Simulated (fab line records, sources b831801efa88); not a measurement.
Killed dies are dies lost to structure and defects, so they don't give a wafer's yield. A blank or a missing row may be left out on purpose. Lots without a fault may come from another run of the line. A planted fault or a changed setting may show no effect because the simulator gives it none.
fab line records | flow sky130
record lots=13 wafers=39 last_day=50
route steps=708 shown LI_CONTACT@364 LOCAL_INTERCONNECT@388 PAD_OPEN@708
lots that met no fault: from a run of the same line without faults
start_h: hours from the record's first day to the start of the lot's first wafer shown | wait_h: hours since the lot's step before | " the same as in the row above | L1.1+2: a row that stands for several wafers | - no value, or no start given | * or withheld: withheld | < > ~ a bound
route shown NAME@n: a module of which the file shows steps, and the number in the route of the first | usual: mean/standard deviation of fault-free wafers | same: alike in all rows | chamber/n: place in a boat | sites: the reading at each site | _std_site: their standard deviation | _edge_site: outer sites' mean less inner sites' | radius_mm: how far each site lies from the wafer's centre | mask NAME#n: copy n | behind: the tool/chamber that last shaped the wafer | hold: why the lot was held/for how many hours/how that ended | device: the transistor (n, p or np) that didn't switch | end of line: the same wafers' tests at the end of the route | a step without rows: its recipe alone | killed: dies lost to structure and defects at the first sort, not the wafer's yield | map: a wafer's dies, x killed, . not, _ none there
set.NAME: the setting as run; set.NAME@STEP: as run at that earlier step | model.NAME: the simulator's own value behind a step, which no gauge read
steps of the route over a sample of lots; a table a step, a row a wafer
services: from which hour (start_h, from the record's first day; less than 0 if before it) a tool's chamber was out of use, for how many hours, and why
## steps
# step SKY_LI_CONTACT_CMP_02
# recipe material=PSG down_force_psi=4 platen_rpm=60 pad_velocity_m_s=0.94248
# usual motor_current_A=12.0/0.84 time_to_endpoint_s=33/3
# columns lot.wafer tool chamber start_h wait_h motor_current_A time_to_endpoint_s
L280.2 cmp-02 2 645.50 0.0 12.7 35
L280.1 " 1 " " 12.3 32
L280.5 " 2 " " 12.4 39
L282.3 cmp-02 3 665.51 0.1 10.6 33
L282.6 " 1 " " 11.8 27
L282.5 " 2 " " 11.7 35
L285.2 cmp-02 3 692.28 0.0 10.7 36
L285.4 " 2 " " 11.4 34
L285.6 " 3 " " 11.1 36
L286.1 cmp-02 3 702.42 0.1 10.3 34
L286.2 " 0 " " 12.2 31
L286.4 " 1 " " 11.7 30
L287.4 cmp-02 0 710.05 0.0 12.7 30
L287.5 " 0 " " 12.3 34
L287.6 " 1 " " 11.6 27
L289.2 cmp-01 2 719.16 0.1 12.9 36
L289.3 " 0 " " 13.8 36
L289.5 " 2 " " 13.0 37
L291.3 cmp-01 3 743.67 0.0 11.9 32
L291.4 " 1 " " 11.4 30
L291.6 " 0 " " 13.7 28
L292.1 cmp-02 3 745.50 0.1 10.6 36
L292.4 " 1 " " 11.7 27
L292.5 " 3 " " 10.1 36
L296.4 cmp-01 2 782.68 0.1 13.0 30
L296.2 " 3 " " 12.3 29
L296.6 " 0 " " 13.2 27
L297.4 cmp-01 1 785.36 0.2 11.5 29
L297.1 " 2 " " 13.6 32
L297.3 " 3 " " 12.0 30
L298.4 cmp-02 2 786.31 0.0 12.1 33
L298.1 " 1 " " 11.6 32
L298.5 " 2 " " 12.0 38
L301.4 cmp-01 2 817.61 0.0 12.4 32
L301.2 " 3 " " 11.6 32
L301.3 " 0 " " 13.2 29
L302.4 cmp-01 1 822.12 0.0 11.1 33
L302.2 " 2 " " 12.3 35
L302.1 " 0 " " 13.0 31
# step SKY_LI_CONTACT_THK_MEAS_23
# recipe thk_meas_gauge=xrf reads=W_of_LI_CONTACT_CVD_21
# usual LI_CONTACT_W_THK=410/6.2
# columns lot.wafer tool chamber start_h wait_h LI_CONTACT_W_THK[nm]
L280.1 film_metro-04 - 675.77 0.1 409
L280.2 " - " " 412
L280.5 " - " " 411
L282.3 film_metro-04 - 695.51 0.1 399
L282.5 " - " " 413
L282.6 " - " " 404
L285.2 film_metro-02 - 721.31 0.1 412
L285.4 " - " " 422
L285.6 " - " " 407
L286.1 film_metro-04 - 731.48 0.1 407
L286.2 " - " " 408
L286.4 " - " " 412
L287.4 film_metro-02 - 738.81 0.1 408
L287.5 " - " " 405
L287.6 " - " " 404
L289.2 film_metro-04 - 748.55 0.1 411
L289.3 " - " " 408
L289.5 " - " " 412
L291.3 film_metro-01 - 772.40 0.1 408
L291.4 " - " " 406
L291.6 " - " " 410
L292.1 film_metro-04 - 774.55 0.1 414
L292.4 " - " " 412
L292.5 " - " " 410
L296.2 film_metro-01 - 809.84 0.1 407
L296.4 " - " " 409
L296.6 " - " " 410
L297.1 film_metro-04 - 813.08 0.1 415
L297.3 " - " " 415
L297.4 " - " " 414
L298.1 film_metro-02 - 814.20 0.1 412
L298.4 " - " " 412
L298.5 " - " " 417
L301.2 film_metro-01 - 845.20 0.1 413
L301.3 " - " " 420
L301.4 " - " " 416
L302.1 film_metro-01 - 849.18 0.1 417
L302.2 " - " " 410
L302.4 " - " " 410
# step SKY_LOCAL_INTERCONNECT_RS_MEAS_01
# recipe thk_meas_gauge=four-point-probe reads=TiN_of_LOCAL_INTERCONNECT_SPUTTER_00
# usual LOCAL_INTERCONNECT_TIN_RS=14.06/0.19
# columns lot.wafer tool chamber start_h wait_h LOCAL_INTERCONNECT_TIN_RS[ohm/sq]
L280.1 film_metro-03 - 676.19 0.0 14.07
L280.2 " - " " 13.83
L280.5 " - " " 14.02
L282.3 film_metro-04 - 695.95 0.1 14.13
L282.5 " - " " 14.13
L282.6 " - " " 14.44
L285.2 film_metro-04 - 721.74 0.1 14.12
L285.4 " - " " 14.06
L285.6 " - " " 14.14
L286.1 film_metro-03 - 731.91 0.0 13.73
L286.2 " - " " 13.63
L286.4 " - " " 13.65
L287.4 film_metro-02 - 739.27 0.1 14.06
L287.5 " - " " 14.14
L287.6 " - " " 14.18
L289.2 film_metro-03 - 748.99 0.1 14.05
L289.3 " - " " 13.97
L289.5 " - " " 14.14
L291.3 film_metro-03 - 772.90 0.1 13.93
L291.4 " - " " 14.17
L291.6 " - " " 14.12
L292.1 film_metro-03 - 774.97 0.0 14.15
L292.4 " - " " 14.27
L292.5 " - " " 13.99
L296.2 film_metro-02 - 810.28 0.1 13.96
L296.4 " - " " 14.15
L296.6 " - " " 13.97
L297.1 film_metro-04 - 813.51 0.0 14.28
L297.3 " - " " 14.24
L297.4 " - " " 14.17
L298.1 film_metro-03 - 814.62 0.0 14.01
L298.4 " - " " 13.95
L298.5 " - " " 14.09
L301.2 film_metro-03 - 845.63 0.1 14.05
L301.3 " - " " 13.83
L301.4 " - " " 13.91
L302.1 film_metro-04 - 849.61 0.0 14.45
L302.2 " - " " 14.28
L302.4 " - " " 14.04
# step SKY_LOCAL_INTERCONNECT_ETCH_13
# recipe chemistry=N2/H2 target=BARC ion_energy_ev=200 bias_w=100 pressure_mtorr=30 n2_flow_sccm=100 h2_flow_sccm=200 icp_w=500 stop_on=SiO2 time_s=45.9 target_depth_a=600
# usual drypump_motor_current_A=5.9/0.5 oes_product_au=0.854/0.0048 run_length_s=74.4/0.74 throttle_valve_pct=13.227/0.0096
# columns lot.wafer tool chamber start_h wait_h drypump_motor_current_A oes_product_au rf_hours_counter_h run_length_s throttle_valve_pct
L280.1 rie_metal-02 0 705.08 0.0 5.8 0.860 12 76.1 13.231
L280.2 " 1 " " 6.5 0.852 10 78.1 13.215
L280.5 " 0 " " 5.8 0.849 - 76.8 13.231
L282.3 rie_metal-03 0 724.70 0.0 5.8 0.848 - 74.4 13.203
L282.5 " 1 " " 5.1 0.852 - 74.5 13.224
L282.6 " 0 " " 5.8 0.858 - 74.4 13.224
L285.2 rie_metal-03 0 748.93 0.0 5.7 0.852 15 74.2 13.229
L285.4 " 0 " " 5.8 0.859 - 74.3 13.222
L285.6 " 1 " " 5.1 0.853 - 74.9 13.250
L286.1 rie_metal-02 0 759.08 0.0 5.8 0.849 14 73.6 13.216
L286.2 " 1 " " 6.6 0.854 12 74.9 13.224
L286.4 " 0 " " 5.8 0.854 - 73.2 13.245
L287.4 rie_metal-03 1 766.44 0.0 5.1 0.852 - 75.3 13.224
L287.5 " 0 " " 5.7 0.855 - 74.1 13.227
L287.6 " 1 " " 5.1 0.859 - 74.9 13.233
L289.2 rie_metal-01 0 778.61 0.0 6.2 0.855 10 74.2 13.227
L289.3 " 0 " " 6.2 0.849 - 74.3 13.228
L289.5 " 1 " " 6.2 0.859 - 74.8 13.231
L291.3 rie_metal-03 1 799.59 0.0 5.1 0.853 - 74.7 13.234
L291.4 " 0 " " 5.8 0.857 - 74.3 13.241
L291.6 " 0 " " 5.8 0.857 - 74.2 13.208
L292.1 rie_metal-02 1 800.97 0.0 6.5 0.850 13 74.3 13.229
L292.4 " 0 " " 5.8 0.857 - 73.3 13.210
L292.5 " 0 " " 5.8 0.854 - 73.2 13.212
L296.2 rie_metal-03 1 836.99 0.0 5.1 0.864 - 74.7 13.232
L296.4 " 1 " " 5.1 0.928 - 70.7 13.248
L296.6 " 1 " " 5.1 0.853 - 74.8 13.231
L297.1 rie_metal-03 1 839.73 0.0 5.1 0.852 11 74.8 13.226
L297.3 " 1 " " 5.1 0.942 - 70.5 13.226
L297.4 " 1 " " 5.1 0.925 - 70.3 13.234
L298.1 rie_metal-02 1 840.59 0.0 6.5 0.860 15 74.3 13.223
L298.4 " 0 " " 5.8 0.856 - 73.3 13.232
L298.5 " 1 " " 6.5 0.855 - 74.5 13.247
L301.2 rie_metal-02 0 871.58 0.0 5.8 0.852 0 73.7 13.216
L301.3 " 1 " " 6.6 0.856 - 74.2 13.213
L301.4 " 0 " " 5.8 0.850 - 73.1 13.224
L302.1 rie_metal-02 1 874.67 0.0 6.5 0.857 17 74.7 13.207
L302.2 " 0 " " 5.8 0.856 1 73.3 13.234
L302.4 " 1 " " 6.5 0.857 - 74.4 13.223
# step SKY_PAD_OPEN_PROBE_99
# usual killed_at_M0_to_M3=43/7.3 killed_at_M4_up=3.1/1.7 killed_at_contacts=25/5.3 killed_at_front_end=14/4.1 killed_at_other=0.3/0.56 killed_dies=85/9.4 killed_open=46/7.4 killed_short=38/5.8
# same gross_dies=492 killed_at_back_side=0
# columns lot.wafer tool chamber start_h wait_h killed_at_M0_to_M3 killed_at_M4_up killed_at_contacts killed_at_front_end killed_at_other killed_dies killed_open killed_short
L280.1 prober-02 - 1076.63 0.1 41 2 24 20 1 88 50 37
L280.2 prober-02 - 1076.68 0.1 40 4 24 11 1 80 46 33
L280.5 prober-02 - 1076.83 0.2 33 5 24 13 2 77 49 27
L282.3 prober-01 - 1090.81 0.2 46 5 29 10 0 90 51 39
L282.5 prober-01 - 1090.91 0.2 41 1 27 11 0 80 47 33
L282.6 prober-01 - 1090.96 0.2 39 5 15 8 0 67 34 33
L285.2 prober-02 - 1109.60 0.1 41 4 23 12 0 80 38 40
L285.4 prober-02 - 1109.70 0.2 39 4 30 13 0 86 52 34
L285.6 prober-02 - 1109.80 0.2 53 6 27 15 0 101 51 49
L286.1 prober-01 - 1118.15 0.1 50 2 20 12 0 84 46 38
L286.2 prober-01 - 1118.20 0.1 42 0 25 12 1 80 48 32
L286.4 prober-01 - 1118.30 0.2 40 2 26 8 1 77 43 33
L287.4 prober-02 - 1121.90 0.2 42 1 22 16 0 81 40 39
L287.5 prober-02 - 1121.95 0.2 54 3 20 15 1 93 50 39
L287.6 prober-02 - 1122.00 0.2 43 2 23 11 2 81 33 46
L289.2 prober-02 - 1131.09 0.1 52 0 25 15 1 93 43 50
L289.3 prober-02 - 1131.14 0.2 42 2 30 18 1 93 59 34
L289.5 prober-02 - 1131.24 0.2 47 3 19 16 1 86 46 40
L291.3 prober-02 - 1145.30 0.2 29 3 21 11 0 64 29 35
L291.4 prober-02 - 1145.35 0.2 48 6 17 12 0 83 38 44
L291.6 prober-02 - 1145.45 0.2 39 3 18 17 0 77 36 40
L292.1 prober-01 - 1147.45 0.1 39 1 29 9 1 79 49 30
L292.4 prober-01 - 1147.60 0.2 37 5 17 12 0 71 33 38
L292.5 prober-01 - 1147.65 0.2 45 1 24 15 0 85 56 29
L296.2 prober-01 - 1169.36 0.1 37 0 28 10 0 75 40 35
L296.4 prober-01 - 1169.46 0.2 46 4 20 12 0 82 49 33
L296.6 prober-01 - 1169.56 0.2 43 3 22 18 0 86 49 37
L297.1 prober-02 - 1175.75 0.1 43 2 34 9 0 88 51 37
L297.3 prober-02 - 1175.85 0.2 37 2 35 10 0 84 40 44
L297.4 prober-02 - 1175.90 0.2 43 4 26 16 0 89 43 46
L298.1 prober-01 - 1176.09 0.1 32 2 35 9 0 78 42 36
L298.4 prober-01 - 1176.24 0.2 25 3 22 26 0 76 39 37
L298.5 prober-01 - 1176.29 0.2 40 3 25 11 0 79 47 32
L301.2 prober-01 - 1195.69 0.1 36 5 23 10 0 74 43 31
L301.3 prober-01 - 1195.74 0.2 46 2 24 12 0 84 41 43
L301.4 prober-01 - 1195.79 0.2 43 1 20 14 0 78 50 28
L302.1 prober-02 - 1197.14 0.1 36 4 18 10 0 68 33 35
L302.2 prober-02 - 1197.19 0.1 36 4 28 19 0 87 48 37
L302.4 prober-02 - 1197.29 0.2 33 3 31 11 0 78 45 33
# killed by level:class
L280.1 LI_CONTACT:geometric_particle:open=8 VIA1:geometric_particle:open=8 FIELD_ISO:geometric_particle:open=7 CONTACT:geometric_particle:open=7 METAL2:geometric_particle:short=7 VIA3:geometric_particle:open=7 METAL1:geometric_particle:short=6 CONTACT:geometric_particle:short=5
L280.2 CONTACT:geometric_particle:open=17 METAL2:geometric_particle:short=8 VIA1:geometric_particle:open=7 METAL1:geometric_particle:short=5 VIA2:geometric_particle:open=5 VIA3:geometric_particle:open=4 POLY_GATE:geometric_particle:short=3 LOCAL_INTERCONNECT:geometric_particle:short=3
L280.5 LI_CONTACT:geometric_particle:open=10 VIA1:geometric_particle:open=10 CONTACT:geometric_particle:open=9 FIELD_ISO:geometric_particle:short=5 VIA3:geometric_particle:open=5 CONTACT:geometric_particle:short=4 POLY_GATE:geometric_particle:open=3 METAL1:geometric_particle:open=3
L282.3 CONTACT:geometric_particle:open=10 VIA3:geometric_particle:open=9 VIA1:geometric_particle:open=9 LI_CONTACT:geometric_particle:open=7 VIA2:geometric_particle:open=6 VIA1:geometric_particle:short=6 METAL2:geometric_particle:short=6 CONTACT:geometric_particle:short=5
L282.5 LI_CONTACT:geometric_particle:open=10 CONTACT:geometric_particle:open=10 VIA1:geometric_particle:open=8 METAL2:geometric_particle:short=7 FIELD_ISO:geometric_particle:open=5 VIA2:geometric_particle:open=5 VIA3:geometric_particle:open=5 POLY_GATE:geometric_particle:short=4
L282.6 VIA1:geometric_particle:open=11 VIA2:geometric_particle:open=6 CONTACT:geometric_particle:short=5 METAL1:geometric_particle:short=5 VIA1:geometric_particle:short=4 FIELD_ISO:geometric_particle:short=3 FIELD_ISO:geometric_particle:open=3 LI_CONTACT:geometric_particle:open=3
L285.2 VIA1:geometric_particle:open=9 METAL2:geometric_particle:short=8 CONTACT:geometric_particle:open=7 METAL1:geometric_particle:short=6 LI_CONTACT:geometric_particle:open=5 LOCAL_INTERCONNECT:geometric_particle:short=4 VIA1:geometric_particle:short=4 VIA2:geometric_particle:open=4
L285.4 CONTACT:geometric_particle:open=13 VIA1:geometric_particle:open=12 LI_CONTACT:geometric_particle:open=8 VIA1:geometric_particle:short=6 METAL2:geometric_particle:short=5 VIA2:geometric_particle:open=5 METAL4:geometric_particle:short=4 LOCAL_INTERCONNECT:geometric_particle:short=4
L285.6 VIA1:geometric_particle:open=10 METAL1:geometric_particle:short=10 VIA2:geometric_particle:open=10 CONTACT:geometric_particle:open=9 VIA1:geometric_particle:short=6 LI_CONTACT:geometric_particle:open=5 LOCAL_INTERCONNECT:geometric_particle:short=5 METAL4:geometric_particle:short=5
L286.1 VIA1:geometric_particle:open=16 METAL1:geometric_particle:short=8 CONTACT:geometric_particle:open=7 VIA3:geometric_particle:short=6 CONTACT:geometric_particle:short=5 VIA1:geometric_particle:short=5 LI_CONTACT:geometric_particle:open=4 VIA2:geometric_particle:open=4
L286.2 CONTACT:geometric_particle:open=11 VIA1:geometric_particle:open=11 VIA2:geometric_particle:open=8 LI_CONTACT:geometric_particle:open=6 VIA3:geometric_particle:short=6 METAL1:geometric_particle:short=4 POLY_GATE:geometric_particle:open=3 POLY_GATE:geometric_particle:short=3
L286.4 CONTACT:geometric_particle:open=11 LI_CONTACT:geometric_particle:open=9 VIA1:geometric_particle:open=8 METAL2:geometric_particle:short=8 VIA2:geometric_particle:open=7 VIA1:geometric_particle:short=5 METAL1:geometric_particle:short=4 LI_CONTACT:geometric_particle:short=3
L287.4 VIA1:geometric_particle:open=13 POLY_GATE:geometric_particle:short=6 LI_CONTACT:geometric_particle:open=6 METAL1:geometric_particle:short=6 VIA3:geometric_particle:short=6 CONTACT:geometric_particle:short=5 CONTACT:geometric_particle:open=5 VIA3:geometric_particle:open=5
L287.5 VIA1:geometric_particle:open=12 VIA3:geometric_particle:open=10 METAL1:geometric_particle:short=8 CONTACT:geometric_particle:open=6 LI_CONTACT:geometric_particle:open=5 VIA2:geometric_particle:open=5 METAL2:geometric_particle:short=5 FIELD_ISO:geometric_particle:short=4
L287.6 VIA1:geometric_particle:open=9 VIA1:geometric_particle:short=7 LI_CONTACT:geometric_particle:open=6 VIA3:geometric_particle:short=6 CONTACT:geometric_particle:short=5 VIA3:geometric_particle:open=5 FIELD_ISO:geometric_particle:short=4 LI_CONTACT:geometric_particle:short=4
L289.2 METAL1:geometric_particle:short=12 CONTACT:geometric_particle:open=10 VIA2:geometric_particle:open=8 VIA3:geometric_particle:open=8 FIELD_ISO:geometric_particle:short=5 METAL3:geometric_particle:short=5 LI_CONTACT:geometric_particle:open=5 LOCAL_INTERCONNECT:geometric_particle:short=5
L289.3 CONTACT:geometric_particle:open=12 VIA1:geometric_particle:open=11 LI_CONTACT:geometric_particle:open=10 POLY_GATE:geometric_particle:open=6 VIA3:geometric_particle:short=6 VIA2:geometric_particle:open=5 FIELD_ISO:geometric_particle:open=4 METAL1:geometric_particle:short=4
L289.5 VIA1:geometric_particle:open=11 METAL1:geometric_particle:short=9 VIA2:geometric_particle:open=9 LI_CONTACT:geometric_particle:open=7 VIA3:geometric_particle:open=5 FIELD_ISO:geometric_particle:open=4 FIELD_ISO:geometric_particle:short=4 POLY_GATE:geometric_particle:short=4
L291.3 VIA1:geometric_particle:open=7 LI_CONTACT:geometric_particle:open=6 LOCAL_INTERCONNECT:geometric_particle:short=6 CONTACT:geometric_particle:open=5 VIA3:geometric_particle:open=4 FIELD_ISO:geometric_particle:short=3 CONTACT:geometric_particle:short=3 VIA2:geometric_particle:open=3
L291.4 CONTACT:geometric_particle:open=9 METAL1:geometric_particle:short=8 VIA1:geometric_particle:short=7 VIA1:geometric_particle:open=7 METAL4:geometric_particle:short=5 VIA3:geometric_particle:open=5 METAL2:geometric_particle:short=4 VIA3:geometric_particle:short=4
L291.6 METAL1:geometric_particle:short=9 VIA1:geometric_particle:open=8 CONTACT:geometric_particle:open=6 VIA1:geometric_particle:short=6 FIELD_ISO:geometric_particle:short=5 VIA2:geometric_particle:open=5 LOCAL_INTERCONNECT:geometric_particle:short=4 METAL2:geometric_particle:short=4
L292.1 VIA1:geometric_particle:open=14 LI_CONTACT:geometric_particle:open=9 CONTACT:geometric_particle:open=7 VIA3:geometric_particle:open=6 LI_CONTACT:geometric_particle:short=5 METAL2:geometric_particle:short=4 VIA2:geometric_particle:open=4 METAL1:geometric_particle:short=4
L292.4 CONTACT:geometric_particle:open=7 POLY_GATE:geometric_particle:short=6 VIA1:geometric_particle:open=6 VIA3:geometric_particle:short=6 LI_CONTACT:geometric_particle:open=5 METAL3:geometric_particle:short=5 VIA1:geometric_particle:short=5 VIA3:geometric_particle:open=4
L292.5 VIA1:geometric_particle:open=11 LI_CONTACT:geometric_particle:open=8 VIA3:geometric_particle:open=8 FIELD_ISO:geometric_particle:open=7 VIA2:geometric_particle:open=6 POLY_GATE:geometric_particle:open=5 LOCAL_INTERCONNECT:geometric_particle:short=5 VIA1:geometric_particle:short=5
L296.2 CONTACT:geometric_particle:open=12 VIA1:geometric_particle:open=10 FIELD_ISO:geometric_particle:short=5 LI_CONTACT:geometric_particle:open=5 METAL1:geometric_particle:short=5 VIA3:geometric_particle:short=5 CONTACT:geometric_particle:short=4 VIA2:geometric_particle:open=4
L296.4 VIA1:geometric_particle:open=11 VIA2:geometric_particle:open=9 CONTACT:geometric_particle:short=6 CONTACT:geometric_particle:open=6 LI_CONTACT:geometric_particle:open=5 FIELD_ISO:geometric_particle:open=4 METAL2:geometric_particle:short=4 METAL1:geometric_particle:short=4
L296.6 VIA1:geometric_particle:open=11 CONTACT:geometric_particle:open=7 FIELD_ISO:geometric_particle:short=6 FIELD_ISO:geometric_particle:open=6 METAL2:geometric_particle:short=6 VIA3:geometric_particle:open=6 VIA2:geometric_particle:open=6 LI_CONTACT:geometric_particle:open=4
L297.1 CONTACT:geometric_particle:open=13 VIA2:geometric_particle:open=10 LI_CONTACT:geometric_particle:open=9 VIA1:geometric_particle:open=6 LI_CONTACT:geometric_particle:short=5 METAL2:geometric_particle:short=5 VIA3:geometric_particle:open=5 FIELD_ISO:geometric_particle:open=4
L297.3 CONTACT:geometric_particle:open=12 LI_CONTACT:geometric_particle:short=7 VIA2:geometric_particle:open=7 CONTACT:geometric_particle:short=6 METAL1:geometric_particle:short=6 VIA1:geometric_particle:short=6 LOCAL_INTERCONNECT:geometric_particle:short=5 LI_CONTACT:geometric_particle:open=4
L297.4 LI_CONTACT:geometric_particle:open=10 CONTACT:geometric_particle:open=9 VIA2:geometric_particle:open=9 METAL1:geometric_particle:short=8 METAL2:geometric_particle:short=6 FIELD_ISO:geometric_particle:short=5 VIA1:geometric_particle:open=5 LI_CONTACT:geometric_particle:short=4
L298.1 CONTACT:geometric_particle:open=11 CONTACT:geometric_particle:short=8 LI_CONTACT:geometric_particle:open=7 VIA1:geometric_particle:open=6 VIA2:geometric_particle:open=6 LI_CONTACT:geometric_particle:short=5 VIA1:geometric_particle:short=5 VIA3:geometric_particle:open=4
L298.4 FIELD_ISO:geometric_particle:short=8 LI_CONTACT:geometric_particle:open=7 CONTACT:geometric_particle:open=7 POLY_GATE:geometric_particle:open=5 VIA1:geometric_particle:open=5 POLY_GATE:geometric_particle:short=4 CONTACT:geometric_particle:short=4 METAL2:geometric_particle:short=4
L298.5 METAL2:geometric_particle:short=10 LI_CONTACT:geometric_particle:open=8 CONTACT:geometric_particle:open=8 LOCAL_INTERCONNECT:geometric_particle:short=7 VIA1:geometric_particle:open=6 VIA2:geometric_particle:open=6 METAL1:geometric_particle:short=5 FIELD_ISO:geometric_particle:open=4
L301.2 CONTACT:geometric_particle:open=8 VIA2:geometric_particle:open=8 LI_CONTACT:geometric_particle:open=5 METAL4:geometric_particle:short=5 LOCAL_INTERCONNECT:geometric_particle:short=4 CONTACT:geometric_particle:short=4 METAL1:geometric_particle:open=4 VIA1:geometric_particle:open=4
L301.3 METAL2:geometric_particle:short=11 CONTACT:geometric_particle:open=10 METAL1:geometric_particle:short=7 LOCAL_INTERCONNECT:geometric_particle:short=6 VIA1:geometric_particle:open=6 VIA1:geometric_particle:short=5 VIA3:geometric_particle:open=5 FIELD_ISO:geometric_particle:open=4
L301.4 CONTACT:geometric_particle:open=10 VIA1:geometric_particle:open=9 FIELD_ISO:geometric_particle:open=6 VIA3:geometric_particle:open=6 METAL2:geometric_particle:open=5 VIA2:geometric_particle:open=5 CONTACT:geometric_particle:short=4 VIA1:geometric_particle:short=4
L302.1 CONTACT:geometric_particle:short=7 VIA1:geometric_particle:open=7 VIA3:geometric_particle:open=7 CONTACT:geometric_particle:open=5 METAL1:geometric_particle:short=4 METAL4:geometric_particle:short=4 FIELD_ISO:geometric_particle:open=3 SPACER:geometric_particle:short=3
L302.2 CONTACT:geometric_particle:open=11 VIA1:geometric_particle:open=9 FIELD_ISO:geometric_particle:short=7 VIA2:geometric_particle:open=6 VIA3:geometric_particle:open=6 FIELD_ISO:geometric_particle:open=5 CONTACT:geometric_particle:short=5 LI_CONTACT:geometric_particle:open=5
L302.4 CONTACT:geometric_particle:open=11 LI_CONTACT:geometric_particle:open=8 VIA1:geometric_particle:open=7 CONTACT:geometric_particle:short=6 METAL2:geometric_particle:short=5 METAL3:geometric_particle:short=5 VIA3:geometric_particle:open=5 VIA2:geometric_particle:open=4
## services
# columns tool chamber start_h hours kind
rie_metal-01 - 626.96 2.8 pm
rie_metal-01 - 635.62 1.4 pm
rie_metal-01 - 648.60 14.6 pm
rie_metal-02 - 655.27 2.8 pm
cmp-01 - 656.48 4.2 pm
cmp-01 - 663.98 0.5 repair
rie_metal-02 0 665.95 1.6 repair
rie_metal-03 1 668.69 17.2 repair
cmp-01 - 676.59 1.6 repair
cmp-01 - 707.69 4.5 repair
cmp-02 - 725.80 3.7 repair
cmp-01 - 744.11 4.0 pm
cmp-01 - 747.65 1.1 repair
cmp-01 - 748.11 - consumable_replace:conditioner
cmp-01 - 748.11 - consumable_replace:pad
cmp-01 - 761.06 4.8 pm
cmp-02 - 762.19 2.6 repair
rie_metal-02 - 785.29 1.4 pm
rie_metal-02 - 788.63 0.6 repair
rie_metal-03 - 799.87 1.1 repair
cmp-02 - 812.50 12.4 pm
rie_metal-03 0 828.87 - clean
cmp-02 - 831.38 0.6 repair
cmp-02 - 846.90 5.6 pm
## key
first_sign step=SKY_LOCAL_INTERCONNECT_ETCH_13 reading=oes_product_au direction=up sigmas=16 usual=0.854 struck=0.932
effect step=SKY_LOCAL_INTERCONNECT_ETCH_13 reading=run_length_s direction=down sigmas=5.3 usual=* struck=*
met_at SKY_LOCAL_INTERCONNECT_ETCH_13
struck_lots L296,L297
struck_wafers L296.4,L297.3,L297.4
tester_left_out L296,L297
not_acting_at SKY_LI_CONTACT_CMP_02,SKY_LI_CONTACT_THK_MEAS_23,SKY_LOCAL_INTERCONNECT_RS_MEAS_01
onset_between 799.59 836.99
fault kind=process_parameter_drift tool=rie_metal-03 chamber=- onset_h=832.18 steps=SKY_LOCAL_INTERCONNECT_ETCH_13 channel=time_s offset=* shape=step end_h=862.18 scope=struck_wafers_only acts_in=* stated=*
# tester_left_out: of these lots the tester's yield and bins aren't shown, on N5 and GAA mostly nor the transistor test; their killed dies are dies lost to structure and defects alone, not to doping, threshold or leakage, so they don't give the yield
